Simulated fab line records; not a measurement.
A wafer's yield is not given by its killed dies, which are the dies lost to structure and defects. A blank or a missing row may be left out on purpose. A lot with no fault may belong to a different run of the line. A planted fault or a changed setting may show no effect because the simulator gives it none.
fab line records | flow sky130
[record] lots = 10 wafers = 29 lastDay = 50
route steps=708 shown RES_XHIGH@360 LI_CONTACT@377 LOCAL_INTERCONNECT@387 CONTACT@406
lots that met no fault: from a run of the same line without faults
startH: start of the lot's first displayed wafer, in hours after the record's first day | waitH: time in hours since the lot's previous step | " repeats the value in the row above | L1.1+2: one row covering several wafers at once | - no value, or no start was given | * or withheld: withheld | < > ~ a bound
route shown NAME@n: a module of which the file shows steps, and the number in the route of the first | usual: average and standard deviation across the fault-free wafers | same: alike in all rows | chamber/n: place in a boat | sites: each site's reading | _std_site: the values' standard deviation | _edge_site: the outer-site mean with the inner-site mean subtracted | radiusMm: how far each site lies from the wafer's centre | mask NAME#n: copy n | behind: the last tool/chamber to shape the wafer | hold: cause of the lot's hold/its duration in hours/its outcome | device: the transistor (n, p or np) that didn't switch | end of line: the tests these same wafers got at the end of their route | a step without rows: its recipe alone | killed: at the first sort, the dies lost to defects and structure; wafer yield is something else | map: shows each die of a wafer: x if killed, . if not, _ if none is there
set.NAME: the run value of the setting; set.NAME@STEP: its run value at that earlier step | model.NAME: the simulator's own value behind a step, which no gauge read
route steps across a sampled set of lots; one table per step, one row per wafer
services: a tool's chamber out of use, with start hour (startH, from the record's first day; less than 0 if before it), hours out, and reason
[[steps]]
[step SKY_SD_N_RS_MEAS_18]
[recipe] thkMeasGauge = four-point-probe
[usual] RES_XHIGH_RS = 333.5/1.3
// columns lot.wafer tool chamber startH waitH RES_XHIGH_RS[ohm/sq]
L960.2 filmMetro-03 - 634.58 0.1 333.3
L960.3 " - " " 335.8
L960.5 " - " " 334.2
L961.1 filmMetro-01 - 657.20 0.1 333.0
L961.4 " - " " 333.4
L961.6 " - " " 332.9
L962.1 filmMetro-03 - 657.56 0.1 333.4
L962.2 " - " " 332.9
L962.3 " - " " 332.5
L964.1 filmMetro-01 - 688.58 0.1 333.9
L964.3 " - " " 331.5
L966.2 filmMetro-01 - 705.85 0.1 333.9
L966.3 " - " " 334.2
L966.4 " - " " 333.0
L976.2 filmMetro-03 - 772.90 0.1 337.0
L976.3 " - " " 337.0
L976.6 " - " " 336.9
L977.1 filmMetro-01 - 782.60 0.1 332.8
L977.4 " - " " 332.4
L977.6 " - " " 333.4
L978.1 filmMetro-02 - 786.00 0.1 333.8
L978.2 " - " " 333.0
L978.3 " - " " 334.2
L982.2 filmMetro-02 - 823.32 0.1 332.3
L982.3 " - " " 331.4
L982.4 " - " " 331.0
L983.2 filmMetro-03 - 825.28 0.1 334.4
L983.5 " - " " 335.1
L983.6 " - " " 334.0
[step SKY_LI_CONTACT_ETCH_15]
[recipe] target = PSG chemistry = C4F8/O2/Ar stopOn = Si taperDeg = 4.15 maskMaterial = KrF-thick sourceW = 1500 biasW = 1200 pressureMtorr = 40 c4f8FlowSccm = withheld O2_flow_sccm = 6 Ar_flow_sccm = 300 timeS = withheld targetDepthA = 6000
[usual] chamberPressureMTorr = 40.00/0.037 oesProductAu = 0.837/0.0045
// columns lot.wafer tool chamber startH waitH chamberPressureMTorr oesProductAu
L960.2 rieDiel-03 1 663.93 0.0 40.02 0.835
L960.3 " 3 " " 40.07 0.843
L960.5 " 3 " " 40.03 0.843
L961.1 rieDiel-03 1 687.02 0.0 40.07 0.832
L961.4 " 3 " " 40.00 0.840
L961.6 " 0 " " 40.06 0.845
L962.1 rieDiel-02 3 687.71 0.0 39.98 0.828
L962.2 " 2 " " 40.00 0.832
L962.3 " 1 " " 39.97 0.836
L964.1 rieDiel-03 0 718.08 0.0 40.04 0.838
L964.3 " 3 " " 40.00 0.835
L966.2 rieDiel-01 0 733.81 0.0 40.00 0.830
L966.3 " 3 " " 39.98 0.833
L966.4 " 2 " " 40.00 0.832
L976.2 rieDiel-01 3 800.07 0.0 40.02 0.845
L976.3 " 1 " " 39.95 0.842
L976.6 " 2 " " 39.91 0.834
L977.1 rieDiel-01 1 810.52 0.0 39.95 0.842
L977.4 " 3 " " 39.97 0.832
L977.6 " 0 " " 39.99 0.838
L978.1 rieDiel-02 3 813.52 0.0 39.97 0.831
L978.2 " 0 " " 40.01 0.839
L978.3 " 2 " " 40.00 0.846
L982.2 rieDiel-02 0 850.07 0.0 40.00 0.838
L982.3 " 1 " " 40.01 0.831
L982.4 " 3 " " 39.99 0.840
L983.2 rieDiel-03 1 852.32 0.0 40.02 0.831
L983.5 " 0 " " 40.03 0.843
L983.6 " 1 " " 40.01 0.839
[step SKY_LOCAL_INTERCONNECT_SPUTTER_00]
[recipe] material = TiN targetThkNm = 100 tempC = 300 powerW = 6500 timeS = 83.3 chamberPressurePa = 0.4
[usual] throttleValvePct = 29.9/1.2
// columns lot.wafer tool chamber startH waitH throttleValvePct
L960.2 pvdSputter-01 - 665.05 0.1 28.1
L960.3 " - " " 30.1
L960.5 " - " " 28.0
L961.1 pvdSputter-03 - 688.16 0.1 28.7
L961.4 " - " " 29.9
L961.6 " - " " 28.7
L962.1 pvdSputter-01 - 688.85 0.2 30.6
L962.2 " - " " 31.0
L962.3 " - " " 29.7
L964.1 pvdSputter-01 - 719.22 0.2 28.2
L964.3 " - " " 30.8
L966.2 pvdSputter-01 - 735.07 0.2 30.5
L966.3 " - " " 29.8
L966.4 " - " " 28.0
L976.2 pvdSputter-04 - 801.72 0.1 31.4
L976.3 " - " " 31.3
L976.6 " - " " 28.3
L977.1 pvdSputter-03 - 811.65 0.2 31.3
L977.4 " - " " 29.8
L977.6 " - " " 29.7
L978.1 pvdSputter-01 - 814.65 0.2 29.8
L978.2 " - " " 28.1
L978.3 " - " " 30.7
L982.2 pvdSputter-01 - 851.20 0.2 30.6
L982.3 " - " " 28.1
L982.4 " - " " 29.4
L983.2 pvdSputter-01 - 853.45 0.1 29.5
L983.5 " - " " 30.3
L983.6 " - " " 29.9
[step SKY_LOCAL_INTERCONNECT_RS_MEAS_01]
[recipe] thkMeasGauge = four-point-probe reads = TiN_of_LOCAL_INTERCONNECT_SPUTTER_00
[usual] LOCAL_INTERCONNECT_TIN_RS = 14.18/0.18
// columns lot.wafer tool chamber startH waitH LOCAL_INTERCONNECT_TIN_RS[ohm/sq]
L960.2 filmMetro-04 - 665.14 0.1 14.19
L960.3 " - " " 13.98
L960.5 " - " " 14.05
L961.1 filmMetro-04 - 688.22 0.0 14.22
L961.4 " - " " 14.35
L961.6 " - " " 14.16
L962.1 filmMetro-04 - 688.91 0.0 14.30
L962.2 " - " " 13.93
L962.3 " - " " 14.09
L964.1 filmMetro-02 - 719.28 0.0 15.71
L964.3 " - " " 14.13
L966.2 filmMetro-01 - 735.15 0.1 14.47
L966.3 " - " " 14.33
L966.4 " - " " 16.04
L976.2 filmMetro-04 - 801.80 0.1 13.97
L976.3 " - " " 13.85
L976.6 " - " " 13.87
L977.1 filmMetro-02 - 811.71 0.0 14.37
L977.4 " - " " 14.26
L977.6 " - " " 14.36
L978.1 filmMetro-01 - 814.71 0.0 14.05
L978.2 " - " " 14.25
L978.3 " - " " 13.90
L982.2 filmMetro-01 - 851.28 0.1 14.20
L982.3 " - " " 14.23
L982.4 " - " " 14.02
L983.2 filmMetro-02 - 853.53 0.1 13.96
L983.5 " - " " 14.25
L983.6 " - " " 14.01
[step SKY_LOCAL_INTERCONNECT_THK_MEAS_02]
[recipe] thkMeasGauge = xrf reads = TiN_of_LOCAL_INTERCONNECT_SPUTTER_00
[usual] LOCAL_INTERCONNECT_TIN_THK = 99.8/1.3
// columns lot.wafer tool chamber startH waitH LOCAL_INTERCONNECT_TIN_THK[nm]
L960.2 filmMetro-04 - 665.25 0.1 99.8
L960.3 " - " " 100.6
L960.5 " - " " 100.4
L961.1 filmMetro-04 - 688.34 0.1 98.6
L961.4 " - " " 99.1
L961.6 " - " " 99.8
L962.1 filmMetro-04 - 689.03 0.1 98.5
L962.2 " - " " 101.3
L962.3 " - " " 100.4
L964.1 filmMetro-02 - 719.40 0.1 90.8
L964.3 " - " " 100.5
L966.2 filmMetro-01 - 735.26 0.1 97.4
L966.3 " - " " 98.5
L966.4 " - " " 88.5
L976.2 filmMetro-04 - 801.91 0.1 101.8
L976.3 " - " " 102.7
L976.6 " - " " 102.0
L977.1 filmMetro-02 - 811.83 0.1 99.0
L977.4 " - " " 99.6
L977.6 " - " " 99.1
L978.1 filmMetro-01 - 814.83 0.1 101.3
L978.2 " - " " 99.2
L978.3 " - " " 101.4
L982.2 filmMetro-01 - 851.39 0.1 99.3
L982.3 " - " " 99.6
L982.4 " - " " 100.4
L983.2 filmMetro-02 - 853.64 0.1 101.3
L983.5 " - " " 99.7
L983.6 " - " " 101.2
[step SKY_LOCAL_INTERCONNECT_METAL_ETCH_14]
[recipe] targetDepthNm = 110 stopOn = PSG chemistry = Cl2/BCl3 target = TiN resistSidewallDeg = 88 pressureMtorr = 10 icpW = 900 biasW = 48.5 Cl2_flow_sccm = 60 bcl3FlowSccm = 30 timeS = 31.4
[usual] bcl3FlowSccm = 30.00/0.09 chamberPressureMTorr = 10.000/0.0092 drypumpMotorCurrentA = 5.9/0.55 heBacksideLeakSccm = 3.5/0.37 oesProductAu = 0.939/0.0082 throttleValvePct = 21.902/0.0098
// columns lot.wafer tool chamber startH waitH bcl3FlowSccm chamberPressureMTorr drypumpMotorCurrentA heBacksideLeakSccm oesProductAu rfHoursCounterH throttleValvePct
L960.2 rieMetal-02 0 694.14 0.0 29.90 9.991 5.7 3.1 0.937 14 21.907
L960.3 " 0 " " 29.83 9.988 5.6 2.8 0.940 - 21.892
L960.5 " 0 " " 30.10 10.000 5.6 3.3 0.942 - 21.898
L961.1 rieMetal-04 1 715.72 0.0 30.03 9.998 6.4 3.5 0.943 5 21.901
L961.4 " 0 " " 30.05 9.992 5.6 3.3 0.936 - 21.907
L961.6 " 0 " " 30.04 10.001 5.6 4.3 0.946 - 21.900
L962.1 rieMetal-03 0 716.97 0.0 30.00 9.983 6.6 3.9 0.929 10 21.903
L962.2 " 1 " " 29.90 10.011 5.1 3.6 0.946 13 21.893
L962.3 " 1 " " 29.92 10.007 5.1 3.7 0.943 - 21.905
L964.1 rieMetal-02 0 746.08 0.1 30.04 10.011 5.7 2.6 0.889 1 21.938
L964.3 " 0 " " 29.97 9.994 5.7 3.1 0.945 - 21.897
L966.2 rieMetal-04 1 763.28 0.0 29.98 10.002 6.5 3.5 0.936 6 21.915
L966.3 " 1 " " 29.89 9.980 6.4 3.4 0.942 - 21.906
L966.4 " 0 " " 29.99 10.005 5.6 3.6 0.877 - 21.932
L976.2 rieMetal-02 1 828.94 0.0 30.00 9.993 6.3 3.6 0.945 1 21.893
L976.3 " 0 " " 29.94 9.993 5.6 3.6 0.955 - 21.892
L976.6 " 1 " " 30.06 10.011 6.3 3.7 0.952 - 21.910
L977.1 rieMetal-04 1 838.39 0.0 29.88 9.995 6.4 3.5 0.931 8 21.910
L977.4 " 1 " " 29.93 10.000 6.5 3.6 0.938 - 21.916
L977.6 " 0 " " 29.92 10.014 5.6 3.4 0.933 - 21.889
L978.1 rieMetal-03 1 840.83 0.0 29.85 10.011 5.1 3.5 0.939 18 21.897
L978.2 " 0 " " 30.14 10.009 6.6 3.3 0.938 15 21.881
L978.3 " 1 " " 30.02 9.993 5.1 3.5 0.950 - 21.903
L982.2 rieMetal-04 1 876.79 0.0 30.03 9.995 6.5 3.4 0.939 10 21.907
L982.3 " 0 " " 30.05 10.004 5.6 3.4 0.943 - 21.905
L982.4 " 1 " " 30.02 10.013 6.5 3.5 0.933 - 21.898
L983.2 rieMetal-03 0 879.26 0.1 30.22 9.997 6.6 3.4 0.946 - 21.885
L983.5 " 0 " " 30.09 10.011 6.6 3.6 0.933 - 21.906
L983.6 " 0 " " 30.13 10.007 6.6 3.4 0.951 - 21.894
[step SKY_CONTACT_CVD_00]
[recipe] material = Si3N4 targetThkNm = 75 tempC = 400 timeS = withheld rfW = 450
[usual] heaterPowerW = 734/140
// columns lot.wafer tool chamber startH waitH heaterPowerW
L960.2 pecvd-01 1 694.83 0.0 684
L960.3 " 2 " " 663
L960.5 " 2 " " 673
L961.1 pecvd-01 0 716.40 0.0 1127
L961.4 " 2 " " 790
L961.6 " 1 " " 774
L962.1 pecvd-02 1 717.64 0.0 709
L962.2 " 0 " " 756
L962.3 " 0 " " 759
L964.1 pecvd-04 2 746.78 0.0 589
L964.3 " 0 " " 804
L966.2 pecvd-01 2 763.97 0.0 689
L966.3 " 1 " " 632
L966.4 " 2 " " 681
L976.2 pecvd-02 0 829.59 0.0 664
L976.3 " 0 " " 677
L976.6 " 2 " " 576
L977.1 pecvd-02 0 839.04 0.0 701
L977.4 " 0 " " 727
L977.6 " 2 " " 626
L978.1 pecvd-04 2 841.47 0.0 645
L978.2 " 1 " " 587
L978.3 " 0 " " 793
L982.2 pecvd-01 0 877.48 0.0 1112
L982.3 " 2 " " 758
L982.4 " 1 " " 766
L983.2 pecvd-04 1 879.97 0.0 696
L983.5 " 0 " " 820
L983.6 " 1 " " 699
[[services]]
// columns tool chamber startH hours kind
pecvd-04 0 647.67 20.0 repair
rieMetal-03 1 655.33 9.9 repair
rieMetal-02 0 657.66 1.6 repair
pecvd-04 0 669.91 11.8 repair
rieMetal-02 1 687.91 3.3 repair
rieDiel-03 0 698.99 3.4 repair
rieDiel-03 1 700.62 23.7 repair
rieMetal-04 - 735.27 2.8 pm
rieMetal-02 1 735.88 14.0 repair
rieMetal-04 - 769.61 14.6 pm
pecvd-01 1 771.34 4.2 repair
pecvd-02 - 788.85 0.8 pm
pvdSputter-01 - 789.80 9.3 repair
rieDiel-03 2 803.68 7.2 repair
rieMetal-03 - 814.31 0.2 repair
pecvd-02 2 816.18 9.8 repair
rieDiel-03 2 818.76 19.9 repair
pecvd-01 0 822.26 4.7 repair
rieMetal-03 - 822.28 2.8 pm
pecvd-01 - 829.54 5.5 pm
pvdSputter-01 - 836.60 7.2 repair
pecvd-01 0 854.67 2.3 repair
rieDiel-02 2 858.92 11.4 repair
rieDiel-03 0 863.22 7.2 repair
[[key]]
[firstSign] step = SKY_LOCAL_INTERCONNECT_RS_MEAS_01 reading = LOCAL_INTERCONNECT_TIN_RS direction = up sigmas = 9.5 usual = 14.18 struck = 15.87
[effect] step = SKY_LOCAL_INTERCONNECT_THK_MEAS_02 reading = LOCAL_INTERCONNECT_TIN_THK direction = down sigmas = 7.8 usual = 99.8 struck = 89.6
[effect] step = SKY_LOCAL_INTERCONNECT_METAL_ETCH_14 reading = oesProductAu direction = down sigmas = 6.8 usual = 0.939 struck = 0.883
metAt SKY_LOCAL_INTERCONNECT_SPUTTER_00
struckLots L964,L966
struckWafers L964.1,L966.4
testerLeftOut L964,L966
notActingAt SKY_SD_N_RS_MEAS_18,SKY_LI_CONTACT_ETCH_15,SKY_CONTACT_CVD_00
onsetBetween 688.85 719.22
[fault] kind = processParameterDrift tool = pvdSputter-01 chamber = - onsetH = 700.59 steps = SKY_LOCAL_INTERCONNECT_SPUTTER_00 channel = targetThkNm offset = -9.9506 shape = step endH = 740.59 scope = struckWafersOnly actsIn = theseRecipesOnly stated = 100
// testerLeftOut: of these lots the tester's yield and bins aren't shown, on N5 and GAA mostly nor the transistor test; their killed dies are dies lost to structure and defects alone, not to doping, threshold or leakage, so they don't give the yield
